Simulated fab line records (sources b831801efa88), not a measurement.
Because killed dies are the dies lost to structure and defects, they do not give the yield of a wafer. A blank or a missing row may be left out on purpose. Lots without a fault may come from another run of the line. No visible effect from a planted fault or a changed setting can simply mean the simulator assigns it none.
Tool commonality check	flow sky130	36 wafers sampled across 12 lots

== WHY THIS WAS OPENED ==
At SKY_GATE_OXIDE_TW_MEAS_14 the reading GATE_OXIDE_TW is flagged on 1 of 12 lots. No-fault wafers: 223.6, standard deviation 2.6.
Rule: a lot is flagged in two cases, either no wafer of it has a number, or all its wafers with numbers fall more than 4 standard deviations from that mean. All remaining lots are regarded as sound.

lot	measured	on	GATE_OXIDE_TW, wafer by wafer	flag
L581	day 15 02:22	film-metro-03	223.4 222.8 223.0	
L583	day 15 20:29	film-metro-01	221.8 221.9 221.9	
L584	day 16 03:41	film-metro-01	222.1 220.8 221.9	
L585	day 16 04:34	film-metro-02	228.2 228.8 228.2	
L588	day 17 09:40	film-metro-01	220.9 221.1 221.0	
L589	day 17 16:13	film-metro-03	223.5 222.4 221.9	
L590	day 18 01:38	film-metro-03	29.7 29.8 29.7	FLAGGED
L591	day 18 15:50	film-metro-03	222.9 223.1 223.0	
L600	day 21 09:28	film-metro-01	223.0 222.5 224.1	
L601	day 22 02:53	film-metro-02	229.0 227.6 228.9	
L602	day 22 04:20	film-metro-01	221.1 222.1 221.9	
L603	day 22 15:36	film-metro-03	221.7 220.1 220.9	
The mean of the flagged lots' numbers is 29.7, -193.9 from the usual (-75 standard deviations).

== LOT BY LOT: THE TOOL USED ==
The record keeps 1 process step preceding the reading, out of 708 steps on the route. Read each cell as the tool, then ch plus the chambers that the sampled wafers visited, then the start.
lot	flag	SKY_GATE_OXIDE_EXPOSE_07
L581		iline-stepper-01 ch 0, day 14 12:43
L583		iline-stepper-02 ch 0, day 15 07:42
L584		iline-stepper-01 ch 0, day 15 13:15
L585		iline-stepper-02 ch 0, day 15 14:37
L588		iline-stepper-01 ch 0, day 16 18:58
L589		iline-stepper-02 ch 0, day 17 02:08
L590	FLAGGED	iline-stepper-02 ch 0, day 17 09:52
L591		iline-stepper-02 ch 0, day 17 23:58
L600		iline-stepper-01 ch 0, day 20 17:49
L601		iline-stepper-02 ch 0, day 21 10:16
L602		iline-stepper-01 ch 0, day 21 12:41
L603		iline-stepper-01 ch 0, day 21 23:34
These steps, and what they do:
- SKY_GATE_OXIDE_EXPOSE_07: exposes mask LVOM, target cd 600 nm.
- SKY_GATE_OXIDE_TW_MEAS_14

== FLAGGED OVER TOTAL, TOOL BY TOOL (the gauges that took the reading come last) ==
step	tool	lots run	flagged	share of the flagged lots	sound lots run after its first flagged lot
SKY_GATE_OXIDE_EXPOSE_07	iline-stepper-01	6	0	none	-
SKY_GATE_OXIDE_EXPOSE_07	iline-stepper-02	6	1	all	2 (L591,L601)
SKY_GATE_OXIDE_TW_MEAS_14	film-metro-01	5	0	none	-
SKY_GATE_OXIDE_TW_MEAS_14	film-metro-02	2	0	none	-
SKY_GATE_OXIDE_TW_MEAS_14	film-metro-03	5	1	all	2 (L591,L603)

== THE TABLE: WHAT IT ALLOWS ==
2 rows of the table ran every flagged lot: iline-stepper-02 at SKY_GATE_OXIDE_EXPOSE_07, film-metro-03 at SKY_GATE_OXIDE_TW_MEAS_14.
- iline-stepper-02 at SKY_GATE_OXIDE_EXPOSE_07: 1 of its 6 lots flagged. After the first flagged lot (L591, L601), sound lots still ran on it; a lasting fault on the whole tool would not permit that.
- film-metro-03 at SKY_GATE_OXIDE_TW_MEAS_14: 1 of its 5 lots flagged. After the first flagged lot (L591, L603), sound lots still ran on it; a lasting fault on the whole tool would not permit that.
There is no row in the table that ran each flagged lot and no sound lot after the first.

== WHAT HAD BEEN PUT IN BY THE SIMULATOR ==
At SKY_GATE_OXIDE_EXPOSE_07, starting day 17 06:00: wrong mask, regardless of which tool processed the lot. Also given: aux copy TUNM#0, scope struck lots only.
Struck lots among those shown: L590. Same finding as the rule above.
